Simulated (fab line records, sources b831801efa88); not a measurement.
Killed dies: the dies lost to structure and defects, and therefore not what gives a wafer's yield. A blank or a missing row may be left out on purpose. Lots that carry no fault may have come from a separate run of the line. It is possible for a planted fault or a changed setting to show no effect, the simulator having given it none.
Which tool was responsible?	flow gf180mcu	6 lots with 18 wafers sampled at 2 steps, on a route of 602 steps

WHAT THE GAUGES READ, wafer by wafer
GF_DUAL_GATE_THK_MEAS_03.
lot	measured	on	DUAL_GATE_OXIDATION_00_THK (nm)
L849	day 9 01:14	film-metro-04	11.23 11.09 11.31
L852	day 9 17:38	film-metro-02	10.88 10.82 10.60
L854	day 10 10:32	film-metro-02	10.79 10.60 10.46
L856	day 10 22:58	film-metro-04	9.59 9.47 9.73 9.65 9.55 9.76
L865	day 13 12:11	film-metro-04	10.99 10.85 10.66
L868	day 14 06:34	film-metro-04	10.96 11.15 10.95

EACH LOT AND THE TOOL THAT RAN IT (in order: tool; ch and the chambers of the sampled wafers; start)
lot	GF_DUAL_GATE_OXIDATION_02
L849	furnace-01 ch 0, day 8 23:48
L852	furnace-02 ch 0, day 9 16:10
L854	furnace-01 ch 0, day 10 09:06
L856	furnace-02 ch 0, day 10 21:32
L865	furnace-02 ch 0, day 13 10:44
L868	furnace-01 ch 0, day 14 05:07
- GF_DUAL_GATE_OXIDATION_02: stabilise 600 s, purge 300 s, target thk 10.887 nm.

THE ANSWER, worked out from the rows above alone
Rule: what is usual is taken from the lots themselves. The widest of any qualifying gaps counts: lots, ordered by their means at a reading, are off when they make up no more than a third of the lots, leave a main group of 4 or more, and stand apart from it by 3 or more times the standard deviation of that group's means. A main group whose means are all the same, to the digits that the tables above print for the reading, isn't used. A lot without any number at a reading at which 4 lots or more have one is off too. Any other lot the step has rows for is counted as sound.
Off: L856, seen at GF_DUAL_GATE_THK_MEAS_03 (DUAL_GATE_OXIDATION_00_THK). The main group: mean 10.89 nm, standard deviation 0.21.
A tool fits if, at a process step before that reading, it ran every lot that is off, and no sound lot after the first of them. Gauges at GF_DUAL_GATE_THK_MEAS_03: tried the same way as those tools. None of those tried fits.

WHAT THE SIMULATOR HAD PUT IN
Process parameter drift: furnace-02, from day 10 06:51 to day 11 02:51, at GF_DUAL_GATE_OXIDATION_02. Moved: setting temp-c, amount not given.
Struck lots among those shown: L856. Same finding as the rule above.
